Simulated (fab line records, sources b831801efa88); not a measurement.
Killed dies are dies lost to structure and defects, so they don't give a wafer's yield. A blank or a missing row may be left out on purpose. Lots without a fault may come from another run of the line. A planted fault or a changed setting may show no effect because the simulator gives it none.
Chamber matching | flow sky130 | SKY_FIELD_ISO_CMP_27 on cmp-01: 4 sister chambers
The step polishes, stops on Si3N4, t overpolish 16 s, target thk 457.8 nm. 8 wafers are shown with their chamber, then 9 later ones without.

WAFERS WITH THEIR CHAMBER
wafer  | chamber | motor_current_A (A) | time_to_endpoint_s (s)
L406.1 | 2       | 10.9                | 115
L406.6 | 1       | 12.7                | 114
L415.1 | 0       | 11.5                | 116
L415.2 | 3       | 11.8                | 115
L415.4 | 1       | 13.2                | 109
L417.1 | 0       | 10.7                | 115
L417.2 | 3       | 11.8                | 109
L417.6 | 2       | 10.8                | 114

WAFERS WITHOUT THEIR CHAMBER
wafer  | motor_current_A (A) | time_to_endpoint_s (s)
L418.3 | 11.5                | 110
L418.4 | 13.5                | 107
L418.5 | 12.5                | 109
L419.3 | 12.1                | 108
L419.4 | 11.2                | 113
L419.5 | 11.5                | 113
L420.1 | 11.2                | 118
L420.2 | 13.1                | 112
L420.5 | 10.9                | 116

WHICH CHAMBER EACH WENT THROUGH
wafer  | from the rows above          | in truth
L418.3 | can't be placed: 3 or 0 or 2 | 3
L418.4 | 1                            | 1
L418.5 | can't be placed: 1 or 3      | 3
L419.3 | can't be placed: 3 or 1      | 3
L419.4 | can't be placed: 0 or 2 or 3 | 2
L419.5 | can't be placed: 3 or 0 or 2 | 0
L420.1 | can't be placed: 0 or 2 or 3 | 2
L420.2 | 1                            | 1
L420.5 | can't be placed: 2 or 0      | 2
Placed correctly: 2 of 9. Can't be placed from these rows: 7 (the true chamber is among the candidates in 7). Placed wrongly: 0.
How it was worked out, from the rows above alone: a wafer's distance from a chamber is the root of the sum, over the readings, of the square of ((its reading less the chamber's mean) divided by the reading's scatter). The wafer belongs to the nearest chamber; if the next one is less than 2 further off, it can't be placed. A chamber's mean is the mean of its shown wafers. The scatter: the root of (the sum of the squares of (reading less its chamber's mean) over the shown wafers, divided by (wafers less chambers)).
